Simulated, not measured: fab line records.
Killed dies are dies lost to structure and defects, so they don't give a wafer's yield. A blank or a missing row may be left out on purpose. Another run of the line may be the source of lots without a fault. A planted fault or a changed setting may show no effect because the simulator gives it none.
What tool caused it? ; flow sky130 ; Sampling: 24 lots, 72 wafers, 6 of 708 route steps

WHAT THE GAUGES READ, wafer by wafer
SKY_VIA1_THK_MEAS_01.
lot;measured;on;VIA1_HDPCVD_THK (nm)
L074;day 34 04:14;film_metro-02;993 989 1003
L075;day 34 07:56;film_metro-04;966 978 1010
L076;day 34 12:17;film_metro-04;1015 981 1004
L077;day 35 07:07;film_metro-02;985 987 972
L078;day 35 11:22;film_metro-04;992 991 998
L079;day 35 13:40;film_metro-01;996 979 996
L080;day 35 18:03;film_metro-01;990 974 999
L081;day 36 15:22;film_metro-01;982 980 991
L082;day 36 16:58;film_metro-04;1001 993 984
L083;day 36 20:28;film_metro-04;985 992 968
L084;day 37 02:55;film_metro-02;982 980 984
L085;day 37 18:30;film_metro-02;989 997 996
L086;day 37 22:59;film_metro-04;991 991 982
L087;day 38 03:51;film_metro-02;976 994 984
L088;day 38 05:10;film_metro-01;987 986 962
L089;day 38 20:02;film_metro-04;971 965 990
L090;day 38 23:37;film_metro-04;976 987 965
L091;day 39 05:29;film_metro-01;966 983 972
L092;day 39 06:45;film_metro-02;977 976 974
L093;day 39 20:53;film_metro-01;988 1000 992
L094;day 40 00:38;film_metro-04;978 976 979
L095;day 40 14:45;film_metro-02;980 984 984
L096;day 40 15:44;film_metro-01;966 969 971
L097;day 41 00:04;film_metro-02;1002 978 991

SKY_VIA2_CD_MEAS_12: the cd target is 200 nm.
lot;measured;on;cd_nm (nm)
L074;day 37 16:41;cd_sem-02;201.4 203.2 203.5
L075;day 37 20:30;cd_sem-01;201.7 202.0 201.5
L076;day 38 00:25;cd_sem-01;199.8 200.6 201.6
L077;day 38 17:55;cd_sem-01;200.7 198.5 201.0
L078;day 38 23:43;cd_sem-01;201.2 199.0 198.9
L079;day 39 01:47;cd_sem-01;199.2 198.8 198.4
L080;day 39 04:05;cd_sem-02;200.5 202.1 200.2
L081;day 40 01:08;cd_sem-02;198.0 196.4 197.6
L082;day 40 03:32;cd_sem-01;201.3 201.2 201.1
L083;day 40 04:52;cd_sem-02;198.4 200.0 198.7
L084;day 40 11:37;cd_sem-01;201.3 200.4 200.7
L085;day 41 02:58;cd_sem-02;200.4 200.5 199.8
L086;day 41 07:52;cd_sem-02;199.5 200.5 198.5
L087;day 41 11:53;cd_sem-02;196.3 198.7 198.3
L088;day 41 13:23;cd_sem-02;200.8 199.2 200.6
L089;day 42 02:19;cd_sem-02;199.1 197.4 197.2
L090;day 42 05:05;cd_sem-01;197.7 198.5 198.9
L091;day 42 12:17;cd_sem-01;200.1 199.1 198.2
L092;day 42 13:46;cd_sem-01;198.2 200.9 198.0
L093;day 43 03:19;cd_sem-01;200.8 201.1 199.0
L094;day 43 05:44;cd_sem-01;201.3 201.1 201.3
L095;day 43 17:37;cd_sem-01;199.3 199.5 198.0
L096;day 43 18:56;cd_sem-01;199.3 199.1 199.2
L097;day 44 05:56;cd_sem-01;196.6 197.3 198.7

SKY_METAL3_OVL_MEAS_14.
lot;measured;on;METAL3_OVL (nm)
L074;day 39 23:14;overlay-02;0 2 2
L075;day 40 02:51;overlay-01;-10 -15 1
L076;day 40 05:50;overlay-01;-3 1 -15
L077;day 40 22:49;overlay-02;11 3 3
L078;day 41 05:29;overlay-01;0 -7 -7
L079;day 41 06:50;overlay-01;-7 -7 -14
L080;day 41 08:25;overlay-01;3 8 8
L081;day 42 04:48;overlay-01;-2 0 -1
L082;day 42 07:08;overlay-02;-3 -2 -7
L083;day 42 09:56;overlay-02;-3 -4 -1
L084;day 42 15:10;overlay-02;-9 -8 -10
L085;day 43 05:41;overlay-02;3 -10 2
L086;day 43 10:50;overlay-01;3 3 4
L087;day 43 14:44;overlay-02;-13 -4 -12
L088;day 43 16:46;overlay-01;-1 -5 3
L089;day 44 05:41;overlay-02;-15 -26 -6
L090;day 44 06:46;overlay-02;-6 -7 -6
L091;day 44 13:29;overlay-01;0 -4 0
L092;day 44 16:09;overlay-02;-2 11 1
L093;day 45 05:49;overlay-01;-1 -3 -6
L094;day 45 06:03;overlay-02;-4 3 -2
L095;day 45 23:40;overlay-01;-4 2 -5
L096;day 46 00:02;overlay-02;-3 -3 -11
L097;day 46 05:59;overlay-01;9 5 8

SKY_CAP2M_OVL_MEAS_12.
lot;measured;on;CAP2M_OVL (nm)
L074;day 42 03:10;overlay-02;-0.6 2.0 0.5
L075;day 42 08:13;overlay-01;-0.4 0.7 -0.9
L076;day 42 11:37;overlay-01;0.8 1.0 1.7
L077;day 43 03:49;overlay-01;2.4 1.3 1.1
L078;day 43 09:38;overlay-02;2.2 1.6 1.3
L079;day 43 10:40;overlay-02;0.4 0.9 1.6
L080;day 43 11:37;overlay-01;0.6 0.2 -0.7
L081;day 44 08:29;overlay-01;0.5 0.2 -0.3
L082;day 44 10:52;overlay-01;0.0 1.0 0.6
L083;day 44 13:01;overlay-01;2.0 2.2 3.1
L084;day 44 18:10;overlay-02;3.5 2.1 3.1
L085;day 45 07:04;overlay-01;2.4 -0.4 1.2
L086;day 45 11:55;overlay-02;3.2 3.0 4.4
L087;day 45 15:31;overlay-02;0.8 0.7 2.5
L088;day 45 17:46;overlay-02;1.1 0.5 1.6
L089;day 46 06:19;overlay-02;1.7 0.4 2.1
L090;day 46 06:44;overlay-02;0.7 0.7 -0.5
L091;day 46 13:55;overlay-02;0.4 0.1 0.1
L092;day 46 15:23;overlay-01;1.1 1.3 3.0
L093;day 47 05:25;overlay-01;0.8 1.5 0.0
L094;day 47 05:44;overlay-02;1.0 0.0 0.5
L095;day 47 20:43;overlay-01;3.0 1.5 2.0
L096;day 47 21:23;overlay-02;1.6 0.8 0.8
L097;day 48 03:52;overlay-02;-0.6 1.0 0.2

WHICH TOOL RAN EACH LOT (tool, then ch and the chambers of the sampled wafers, then the start)
lot;SKY_METAL3_SPUTTER_04;SKY_CAPM_CVD_00
L074;pvd_sputter-02, day 37 18:35;pecvd-04 ch 0,2, day 37 18:38
L075;pvd_sputter-02, day 37 22:06;pecvd-04 ch 0,1,2, day 37 22:09
L076;pvd_sputter-02, day 38 02:05;pecvd-02 ch 0,1,2, day 38 02:08
L077;pvd_sputter-04, day 38 19:35;pecvd-02 ch 0,1, day 38 19:38
L078;pvd_sputter-03, day 39 02:05;pecvd-04 ch 0,1,2, day 39 02:08
L079;pvd_sputter-02, day 39 03:33;pecvd-02 ch 0,2, day 39 03:36
L080;pvd_sputter-04, day 39 05:42;pecvd-04 ch 0,2, day 39 05:45
L081;pvd_sputter-03, day 40 02:43;pecvd-02 ch 0,1,2, day 40 02:46
L082;pvd_sputter-02, day 40 05:09;pecvd-01 ch 1, day 40 05:12
L083;pvd_sputter-02, day 40 06:32;pecvd-04 ch 1,2, day 40 06:35
L084;pvd_sputter-03, day 40 13:20;pecvd-02 ch 0,2, day 40 13:23
L085;pvd_sputter-04, day 41 04:55;pecvd-04 ch 0,1,2, day 41 04:58
L086;pvd_sputter-03, day 41 09:32;pecvd-02 ch 1,2, day 41 09:35
L087;pvd_sputter-04, day 41 13:29;pecvd-01 ch 0,2, day 41 13:32
L088;pvd_sputter-04, day 41 15:00;pecvd-04 ch 0,1, day 41 15:02
L089;pvd_sputter-04, day 42 03:57;pecvd-01 ch 0,1,2, day 42 04:00
L090;pvd_sputter-03, day 42 06:49;pecvd-02 ch 1,2, day 42 06:53
L091;pvd_sputter-03, day 42 13:53;pecvd-02 ch 0, day 42 13:56
L092;pvd_sputter-02, day 42 15:20;pecvd-04 ch 0,1, day 42 15:24
L093;pvd_sputter-02, day 43 05:05;pecvd-02 ch 0,1, day 43 05:08
L094;pvd_sputter-03, day 43 07:19;pecvd-04 ch 0,1,2, day 43 07:22
L095;pvd_sputter-03, day 43 19:20;pecvd-04 ch 0,1,2, day 43 19:23
L096;pvd_sputter-02, day 43 20:34;pecvd-02 ch 1,2, day 43 20:37
L097;pvd_sputter-03, day 44 07:46;pecvd-02 ch 0,1,2, day 44 07:49
- SKY_METAL3_SPUTTER_04: material TiN, target thk 70 nm, time 58.3 s.
- SKY_CAPM_CVD_00: deposits SiO2, target thk 15.5 nm.

AS READ BY THE TOOLS THEMSELVES (means over the sampled wafers that have a number; for cases with no such wafer, the mark the record gives instead)
SKY_METAL3_SPUTTER_04.
lot;tool;chamber_pressure_pa (Pa);throttle_valve_pct (%)
L074;pvd_sputter-02;0.3998;30.4
L075;pvd_sputter-02;0.4004;30.3
L076;pvd_sputter-02;0.4004;30.5
L077;pvd_sputter-04;0.3992;29.1
L078;pvd_sputter-03;0.3992;30.1
L079;pvd_sputter-02;0.4000;30.0
L080;pvd_sputter-04;0.3998;29.5
L081;pvd_sputter-03;0.3997;29.9
L082;pvd_sputter-02;0.3994;30.5
L083;pvd_sputter-02;0.4006;30.4
L084;pvd_sputter-03;0.4002;30.3
L085;pvd_sputter-04;0.4012;30.0
L086;pvd_sputter-03;0.4000;29.8
L087;pvd_sputter-04;0.4002;29.8
L088;pvd_sputter-04;0.3988;29.5
L089;pvd_sputter-04;0.4002;30.2
L090;pvd_sputter-03;0.4006;29.8
L091;pvd_sputter-03;0.4004;30.1
L092;pvd_sputter-02;0.3999;30.0
L093;pvd_sputter-02;0.3996;30.2
L094;pvd_sputter-03;0.3995;30.7
L095;pvd_sputter-03;0.3997;30.3
L096;pvd_sputter-02;0.4005;30.6
L097;pvd_sputter-03;0.3997;30.2

SKY_CAPM_CVD_00.
lot;tool;heater_power_w (W)
L074;pecvd-04;981
L075;pecvd-04;847
L076;pecvd-02;721
L077;pecvd-02;705
L078;pecvd-04;805
L079;pecvd-02;807
L080;pecvd-04;905
L081;pecvd-02;747
L082;pecvd-01;710
L083;pecvd-04;902
L084;pecvd-02;753
L085;pecvd-04;902
L086;pecvd-02;774
L087;pecvd-01;708
L088;pecvd-04;758
L089;pecvd-01;699
L090;pecvd-02;734
L091;pecvd-02;709
L092;pecvd-04;747
L093;pecvd-02;672
L094;pecvd-04;832
L095;pecvd-04;828
L096;pecvd-02;757
L097;pecvd-02;798

THE ANSWER, worked out from the rows above alone
Rule: the lots themselves supply what counts as usual. Put in order of their means at a reading, lots are off if they are a third of the lots or fewer, leave a main group of 4 or more, and stand apart from it by a gap of 3 or more times the standard deviation of the main group's means; of several such gaps the widest counts. The tables above print the reading to a certain number of digits; a main group whose means all agree to those digits is not used. Also off: a lot with no number at a reading for which 4 or more lots have one. Where the step has rows for the other lots, those lots are counted as sound. After the gauges, taken in route order, come the tools' own readings; for these a lot's mean is taken, as printed above. The first step at which some lot is off is used, and at that step the reading that is off furthest; a lot without a number counts as furthest.
None of the lots is off at any reading shown; this tells nothing.

WHAT HAD BEEN PUT IN BY THE SIMULATOR
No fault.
